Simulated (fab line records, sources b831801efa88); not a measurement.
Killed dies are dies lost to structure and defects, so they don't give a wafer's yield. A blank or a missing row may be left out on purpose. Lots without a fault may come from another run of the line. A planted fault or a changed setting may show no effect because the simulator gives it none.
fab line records | flow gf180mcu
record lots=5 wafers=15 last_day=33
route steps=602 shown V3@453 M4@456
lots that met no fault: from a run of the same line without faults
start_h: hours from the record's first day to the start of the lot's first wafer shown | wait_h: hours since the lot's step before | " the same as in the row above | L1.1+2: a row that stands for several wafers | - no value, or no start given | * or withheld: withheld | < > ~ a bound
route shown NAME@n: a module of which the file shows steps, and the number in the route of the first | usual: mean/standard deviation of fault-free wafers | same: alike in all rows | chamber/n: place in a boat | sites: the reading at each site | _std_site: their standard deviation | _edge_site: outer sites' mean less inner sites' | radius_mm: how far each site lies from the wafer's centre | mask NAME#n: copy n | behind: the tool/chamber that last shaped the wafer | hold: why the lot was held/for how many hours/how that ended | device: the transistor (n, p or np) that didn't switch | end of line: the same wafers' tests at the end of the route | a step without rows: its recipe alone | killed: dies lost to structure and defects at the first sort, not the wafer's yield | map: a wafer's dies, x killed, . not, _ none there
set.NAME: the setting as run; set.NAME@STEP: as run at that earlier step | model.NAME: the simulator's own value behind a step, which no gauge read
lots at some steps of the route; a table a step, a row a wafer
services: from which hour (start_h, from the record's first day; less than 0 if before it) a tool's chamber was out of use, for how many hours, and why
## steps
# step GF_V3_RS_MEAS_24
# recipe thk_meas_gauge=four-point-probe reads=W_of_V3_CVD_23+TiN_of_V3_SPUTTER_22+Ti_of_V3_SPUTTER_21
# usual V3_W_RS=0.327/0.0037
# columns lot.wafer tool chamber start_h wait_h V3_W_RS[ohm/sq]
L937.2 film_metro-01 - 574.94 0.1 0.324
L937.4 " - " " 0.332
L937.5 " - " " 0.324
L944.2 film_metro-01 - 630.09 0.1 0.323
L944.3 " - " " 0.321
L944.4 " - " " 0.323
L945.1 film_metro-04 - 633.32 0.1 0.331
L945.2 " - " " 0.332
L945.6 " - " " 0.330
L949.1 film_metro-01 - 662.47 0.1 0.326
L949.2 " - " " 0.328
L949.5 " - " " 0.327
L950.2 film_metro-04 - 669.98 0.1 0.328
L950.3 " - " " 0.326
L950.5 " - " " 0.325
# step GF_V3_THK_MEAS_25
# recipe thk_meas_gauge=xrf reads=W_of_V3_CVD_23
# usual V3_W_THK=360/5.7
# columns lot.wafer tool chamber start_h wait_h V3_W_THK[nm]
L937.2 film_metro-01 - 575.05 0.1 359
L937.4 " - " " 352
L937.5 " - " " 358
L944.2 film_metro-01 - 630.20 0.1 363
L944.3 " - " " 363
L944.4 " - " " 366
L945.1 film_metro-04 - 633.44 0.1 355
L945.2 " - " " 353
L945.6 " - " " 356
L949.1 film_metro-01 - 662.59 0.1 359
L949.2 " - " " 357
L949.5 " - " " 357
L950.2 film_metro-04 - 670.09 0.1 357
L950.3 " - " " 358
L950.5 " - " " 361
# step GF_V3_CMP_26
# recipe stop_on=SiO2 down_force_psi=3.5 platen_rpm=60 t_overpolish_s=15 target_thk_nm=0 pad_velocity_m_s=0.94248
# step GF_M4_SPUTTER_00
# recipe material=Ti target_thk_nm=37.5 arriving_ion_energy_ev=80 substrate_temp_c=200 chamber_pressure_pa=2 power_w=4000 time_s=150
# usual cathode_dc_power_W=4000.0/0.75 throttle_valve_pct=30.2/0.79
# columns lot.wafer tool chamber start_h wait_h cathode_dc_power_W throttle_valve_pct
L937.2 pvd_sputter-02 - 575.40 0.1 4000.2 31.4
L937.4 " - " " 3999.7 30.6
L937.5 " - " " 4000.5 31.1
L944.2 pvd_sputter-04 - 630.55 0.1 3999.5 30.8
L944.3 " - " " 3999.3 30.2
L944.4 " - " " 4000.3 29.1
L945.1 pvd_sputter-04 - 633.80 0.2 4001.8 29.0
L945.2 " - " " 4000.8 30.4
L945.6 " - " " 3999.6 30.3
L949.1 pvd_sputter-04 - 662.95 0.1 3999.7 30.5
L949.2 " - " " 3999.9 28.8
L949.5 " - " " 4000.4 30.6
L950.2 pvd_sputter-01 - 670.72 0.1 3999.9 29.0
L950.3 " - " " 4000.8 30.3
L950.5 " - " " 4000.0 29.2
# step GF_M4_SPUTTER_01
# recipe material=TiN target_thk_nm=30 power_w=6500 time_s=25 chamber_pressure_pa=0.4
# usual cathode_dc_power_W=6499.8/1.1 throttle_valve_pct=30.3/0.77
# columns lot.wafer tool chamber start_h wait_h cathode_dc_power_W throttle_valve_pct
L937.2 pvd_sputter-02 - 575.50 0.1 6500.6 31.5
L937.4 " - " " 6501.7 30.7
L937.5 " - " " 6499.0 30.7
L944.2 pvd_sputter-04 - 630.65 0.1 6499.7 30.9
L944.3 " - " " 6500.3 29.8
L944.4 " - " " 6497.6 28.9
L945.1 pvd_sputter-04 - 633.90 0.1 6500.7 29.0
L945.2 " - " " 6498.8 30.7
L945.6 " - " " 6498.5 30.8
L949.1 pvd_sputter-04 - 663.05 0.1 6501.4 30.5
L949.2 " - " " 6502.2 28.8
L949.5 " - " " 6499.2 30.4
L950.2 pvd_sputter-01 - 670.82 0.1 6499.7 29.0
L950.3 " - " " 6498.5 30.1
L950.5 " - " " 6498.2 29.1
# step GF_M4_SPUTTER_02
# recipe material=AlCu target_thk_nm=450 power_w=10600 time_s=23.9 chamber_pressure_pa=0.4
# usual cathode_dc_power_W=10600/1.9 throttle_valve_pct=30.3/0.78
# columns lot.wafer tool chamber start_h wait_h cathode_dc_power_W throttle_valve_pct
L937.2 pvd_sputter-02 - 575.53 0.0 10602 31.4
L937.4 " - " " 10601 30.6
L937.5 " - " " 10600 30.7
L944.2 pvd_sputter-04 - 630.68 0.0 10599 30.7
L944.3 " - " " 10601 30.0
L944.4 " - " " 10602 28.7
L945.1 pvd_sputter-04 - 633.93 0.0 10602 28.9
L945.2 " - " " 10601 30.5
L945.6 " - " " 10598 30.6
L949.1 pvd_sputter-04 - 663.08 0.0 10601 30.3
L949.2 " - " " 10601 29.1
L949.5 " - " " 10602 30.3
L950.2 pvd_sputter-01 - 670.85 0.0 10598 29.3
L950.3 " - " " 10601 30.5
L950.5 " - " " 10600 29.2
# step GF_M4_SPUTTER_03
# recipe material=Ti target_thk_nm=10 substrate_temp_c=300 chamber_pressure_pa=0.3 power_w=3000 time_s=6.7
# usual cathode_dc_power_W=3000.0/0.5 throttle_valve_pct=30.2/0.78
# columns lot.wafer tool chamber start_h wait_h cathode_dc_power_W throttle_valve_pct
L937.2 pvd_sputter-02 - 575.56 0.0 3000.8 31.5
L937.4 " - " " 3000.5 30.4
L937.5 " - " " 3000.4 30.7
L944.2 pvd_sputter-04 - 630.71 0.0 3000.3 30.8
L944.3 " - " " 3000.4 29.9
L944.4 " - " " 3000.8 28.8
L945.1 pvd_sputter-04 - 633.96 0.0 3000.4 28.8
L945.2 " - " " 2999.4 30.3
L945.6 " - " " 3000.4 30.6
L949.1 pvd_sputter-04 - 663.11 0.0 2999.7 30.8
L949.2 " - " " 3000.5 28.9
L949.5 " - " " 2999.3 30.4
L950.2 pvd_sputter-01 - 670.88 0.0 2999.9 28.9
L950.3 " - " " 3001.0 30.0
L950.5 " - " " 3000.5 29.1
# step GF_M4_SPUTTER_04
# recipe material=TiN target_thk_nm=50 power_w=6500 time_s=41.7 chamber_pressure_pa=0.4
# usual cathode_dc_power_W=6499.9/1.1 throttle_valve_pct=30.3/0.79
# columns lot.wafer tool chamber start_h wait_h cathode_dc_power_W throttle_valve_pct
L937.2 pvd_sputter-02 - 575.58 0.0 6500.8 31.5
L937.4 " - " " 6501.0 30.7
L937.5 " - " " 6500.7 30.6
L944.2 pvd_sputter-04 - 630.73 0.0 6499.2 30.8
L944.3 " - " " 6500.3 30.2
L944.4 " - " " 6500.7 28.8
L945.1 pvd_sputter-04 - 633.98 0.0 6501.3 28.9
L945.2 " - " " 6498.4 30.6
L945.6 " - " " 6499.1 30.2
L949.1 pvd_sputter-04 - 663.13 0.0 6499.8 30.4
L949.2 " - " " 6498.7 29.0
L949.5 " - " " 6501.5 30.4
L950.2 pvd_sputter-01 - 670.90 0.0 6500.4 29.4
L950.3 " - " " 6500.0 30.4
L950.5 " - " " 6500.5 29.0
# step GF_M4_RS_MEAS_05
# recipe thk_meas_gauge=four-point-probe reads=TiN_of_M4_SPUTTER_04+Ti_of_M4_SPUTTER_03+AlCu_of_M4_SPUTTER_02+TiN_of_M4_SPUTTER_01+Ti_of_M4_SPUTTER_00
# usual M4_ALCU_RS=0.0696/0.0011
# columns lot.wafer tool chamber start_h wait_h M4_ALCU_RS[ohm/sq]
L937.2 film_metro-04 - 575.64 0.0 0.0678
L937.4 " - " " 0.0682
L937.5 " - " " 0.0697
L944.2 film_metro-01 - 630.79 0.0 0.0706
L944.3 " - " " 0.0702
L944.4 " - " " 0.0697
L945.1 film_metro-04 - 634.02 0.0 0.0696
L945.2 " - " " 0.0694
L945.6 " - " " 0.0692
L949.1 film_metro-04 - 663.17 0.0 0.0677
L949.2 " - " " 0.0677
L949.5 " - " " 0.0678
L950.2 film_metro-04 - 670.96 0.0 0.0690
L950.3 " - " " 0.0712
L950.5 " - " " 0.0691
# step GF_M4_THK_MEAS_06
# recipe thk_meas_gauge=xrf reads=AlCu_of_M4_SPUTTER_02
# usual M4_ALCU_THK=452/8.4
# columns lot.wafer tool chamber start_h wait_h M4_ALCU_THK[nm]
L937.2 film_metro-04 - 575.75 0.1 467
L937.4 " - " " 462
L937.5 " - " " 456
L944.2 film_metro-01 - 630.90 0.1 444
L944.3 " - " " 446
L944.4 " - " " 449
L945.1 film_metro-04 - 634.14 0.1 454
L945.2 " - " " 452
L945.6 " - " " 455
L949.1 film_metro-04 - 663.29 0.1 464
L949.2 " - " " 465
L949.5 " - " " 462
L950.2 film_metro-04 - 671.07 0.1 454
L950.3 " - " " 443
L950.5 " - " " 456
# step GF_M4_DEHYDRATE_07
# recipe temp_c=200 time_s=60
# step GF_M4_HMDS_08
# recipe prime_time_s=60 prime_temp_c=120
# step GF_M4_COAT_09
# recipe resist=KrF spin_rpm=withheld resist_thk_nm=1000
# columns lot.wafer tool chamber start_h wait_h model.KrF_of_M4_COAT_09.thk_nm
L937.2 litho_track-01 0 586.20 0.1 981.9
L937.4 " 0 " " 982.6
L937.5 " 0 " " 981.8
L944.2 litho_track-03 0 640.61 0.1 996.1
L944.3 " 0 " " 997.6
L944.4 " 0 " " 995.8
L945.1+2 litho_track-03 0 643.64 0.1 1002
L945.6 " 0 " " 1005
L949.1 litho_track-03 0 672.54 0.1 998.5
L949.2 " 0 " " 1000
L949.5 " 0 " " 997.3
L950.2+3 litho_track-01 0 681.05 0.1 1002
L950.5 " 0 " " 1001
# step GF_M4_SOFTBAKE_10
# recipe temp_c=130 time_s=60 resist=KrF
# step GF_M4_EXPOSE_11
# recipe mask_id=Metal4 target_cd_nm=280 na=0.68 source_shape=conventional sigma_outer=0.6 dose_mj=28
# step GF_M4_PEB_12
# recipe peb_temp_c=135 peb_time_s=90 resist=KrF
# step GF_M4_DEVELOP_13
# recipe develop_time_s=60 dev_temp_c=21
# step GF_M4_CD_MEAS_14
# recipe target_cd_nm=280
# usual cd_nm=279.9/1.2
# columns lot.wafer tool chamber start_h wait_h cd_nm
L937.2 cd_sem-01 - 596.86 0.1 278.5
L937.4 " - " " 278.6
L937.5 " - " " 278.7
L944.2 cd_sem-02 - 650.72 0.1 279.1
L944.3 " - " " 280.0
L944.4 " - " " 280.5
L945.1 cd_sem-01 - 653.74 0.1 280.7
L945.2 " - " " 280.3
L945.6 " - " " 279.5
L949.1 cd_sem-02 - 682.55 0.1 278.0
L949.2 " - " " 276.2
L949.5 " - " " 278.2
L950.2 cd_sem-02 - 690.09 0.1 281.0
L950.3 " - " " 280.7
L950.5 " - " " 281.8
# step GF_M4_OVL_MEAS_15
# usual M4_OVL=0/5.1
# columns lot.wafer tool chamber start_h wait_h M4_OVL[nm]
L937.2 overlay-01 - 596.97 0.1 -8
L937.4 " - " " 0
L937.5 " - " " 0
L944.2 overlay-01 - 650.83 0.1 -1
L944.3 " - " " 9
L944.4 " - " " 1
L945.1 overlay-01 - 653.86 0.1 3
L945.2 " - " " 6
L945.6 " - " " -2
L949.1 overlay-01 - 682.67 0.1 -3
L949.2 " - " " -7
L949.5 " - " " -5
L950.2 overlay-01 - 690.20 0.1 3
L950.3 " - " " 5
L950.5 " - " " 3
# step GF_M4_METAL_ETCH_16
# recipe chemistry=Cl2/BCl3 mask_material=KrF target_depth_nm=750.8 stop_on=SiO2 pressure_mtorr=8 icp_w=800 bias_w=140 Cl2_flow_sccm=80 bcl3_flow_sccm=40 time_s=125.1
# usual drypump_motor_current_A=5.77/0.28 he_backside_leak_sccm=3.4/0.38 oes_product_au=0.990/0.0077 throttle_valve_pct=28.230/0.011
# columns lot.wafer tool chamber start_h wait_h drypump_motor_current_A he_backside_leak_sccm oes_product_au rf_hours_counter_h throttle_valve_pct model.KrF_of_M4_COAT_09.thk_nm
L937.2 rie_metal-03 1 597.00 0.0 5.54 3.1 0.992 2 28.241 659.3
L937.4 " 0 " " 5.96 3.2 0.994 - 28.238 664.5
L937.5 " 0 " " 5.94 3.1 0.993 - 28.226 663.3
L944.2 rie_metal-03 1 650.90 0.1 5.53 3.2 0.986 - 28.251 681.9
L944.3 " 1 " " 5.54 3.2 0.987 - 28.246 687.5
L944.4 " 1 " " 5.56 3.2 0.985 - 28.235 682.3
L945.1 rie_metal-03 1 653.90 0.0 5.54 3.2 0.983 4 28.233 690.4
L945.2 " 1 " " 5.53 3.2 0.991 - 28.229 690.7
L945.6 " 1 " " 5.54 3.3 0.972 - 28.236 695.5
L949.1 rie_metal-01 1 682.71 0.0 5.89 3.2 0.988 2 28.251 687.3
L949.2 " 1 " " 5.91 3.2 0.995 - 28.222 686.4
L949.5 " 1 " " 5.90 3.4 0.991 - 28.213 684.7
L950.2 rie_metal-01 1 690.27 0.1 5.89 3.1 0.983 - 28.225 694.5
L950.3 " 1 " " 5.88 3.2 0.989 - 28.248 691.7
L950.5 " 1 " " 5.87 3.3 0.978 - 28.238 692.4
# step GF_M4_STRIP_17
# recipe chemistry=O2/N2 power_w=1400 pressure_mtorr=1500 platen_temp_c=250 o2_flow_sccm=3000 n2_flow_sccm=300 overash_fraction=0.5
# usual drypump_motor_current_A=5.8/0.38 heater_power_w=314/34 oes_product_au=0.537/0.0052 strip_time_to_endpoint_s=7.38/0.063
# columns lot.wafer tool chamber start_h wait_h drypump_motor_current_A heater_power_w oes_product_au rf_hours_counter_h strip_time_to_endpoint_s
L937.2 plasma_asher-04 1 597.13 0.1 5.4 269 0.535 51 7.14
L937.4 " 1 " " 5.4 266 0.531 - 7.19
L937.5 " 0 " " 5.9 323 0.530 - 7.17
L944.2 plasma_asher-01 0 651.12 0.2 5.8 337 0.537 102 7.36
L944.3 " 1 " " 6.4 282 0.531 - 7.41
L944.4 " 0 " " 5.8 335 0.545 - 7.37
L945.1 plasma_asher-02 1 654.15 0.2 5.2 362 0.531 95 7.44
L945.2 " 0 " " 6.0 370 0.532 95 7.42
L945.6 " 0 " " 6.0 361 0.539 - 7.48
L949.1 plasma_asher-02 0 682.97 0.2 6.0 362 0.533 98 7.41
L949.2 " 1 " " 5.2 365 0.524 98 7.41
L949.5 " 0 " " 6.0 347 0.546 - 7.39
L950.2 plasma_asher-04 0 690.49 0.2 5.8 317 0.550 61 7.47
L950.3 " 1 " " 5.4 266 0.544 - 7.45
L950.5 " 0 " " 5.8 326 0.543 - 7.46
# step GF_M4_STRIP_18
# recipe chemistry=post_etch_residue_remover time_s=1200 temp_c=72.5
## services
# columns tool chamber start_h hours kind
plasma_asher-02 - 552.52 3.0 repair
rie_metal-01 - 577.41 14.6 pm
pvd_sputter-04 - 583.50 3.4 repair
pvd_sputter-02 3 590.44 - consumable_replace:kit
pvd_sputter-02 3 590.44 18.0 scheduled_down
pvd_sputter-02 3 590.44 18.0 vent_cycle
plasma_asher-04 - 600.04 4.0 pm
pvd_sputter-04 - 614.11 9.4 repair
rie_metal-01 1 616.76 - clean
rie_metal-01 1 616.76 22.1 scheduled_down
rie_metal-01 1 616.76 22.1 vent_cycle
rie_metal-03 0 635.68 18.4 repair
rie_metal-03 - 642.37 2.8 pm
pvd_sputter-04 3 652.65 - consumable_replace:kit
pvd_sputter-04 3 652.65 18.0 scheduled_down
pvd_sputter-04 3 652.65 18.0 vent_cycle
rie_metal-01 0 671.39 - clean
rie_metal-01 0 671.39 21.1 scheduled_down
rie_metal-01 0 671.39 21.1 vent_cycle
plasma_asher-01 - 683.20 22.2 pm
## key
first_sign step=GF_M4_STRIP_17 reading=strip_time_to_endpoint_s direction=down sigmas=3.4 usual=* struck=*
effect none on later readings
model_effect step=GF_M4_COAT_09 value=KrF_of_M4_COAT_09.thk_nm without=999.2 struck=982.1
model_effect step=GF_M4_METAL_ETCH_16 value=KrF_of_M4_COAT_09.thk_nm without=679.5 struck=662.4
met_at GF_M4_COAT_09
struck_wafers L937.2,L937.4,L937.5
also_fits GF_M4_SPUTTER_00:pvd_sputter-02,GF_M4_SPUTTER_01:pvd_sputter-02,GF_M4_SPUTTER_02:pvd_sputter-02,GF_M4_SPUTTER_03:pvd_sputter-02
fault kind=process_parameter_drift tool=litho_track-01 chamber=- onset_h=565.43 steps=GF_M4_COAT_09 channel=resist_thk_nm offset=* shape=step end_h=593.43 scope=struck_wafers_only acts_in=* stated=*
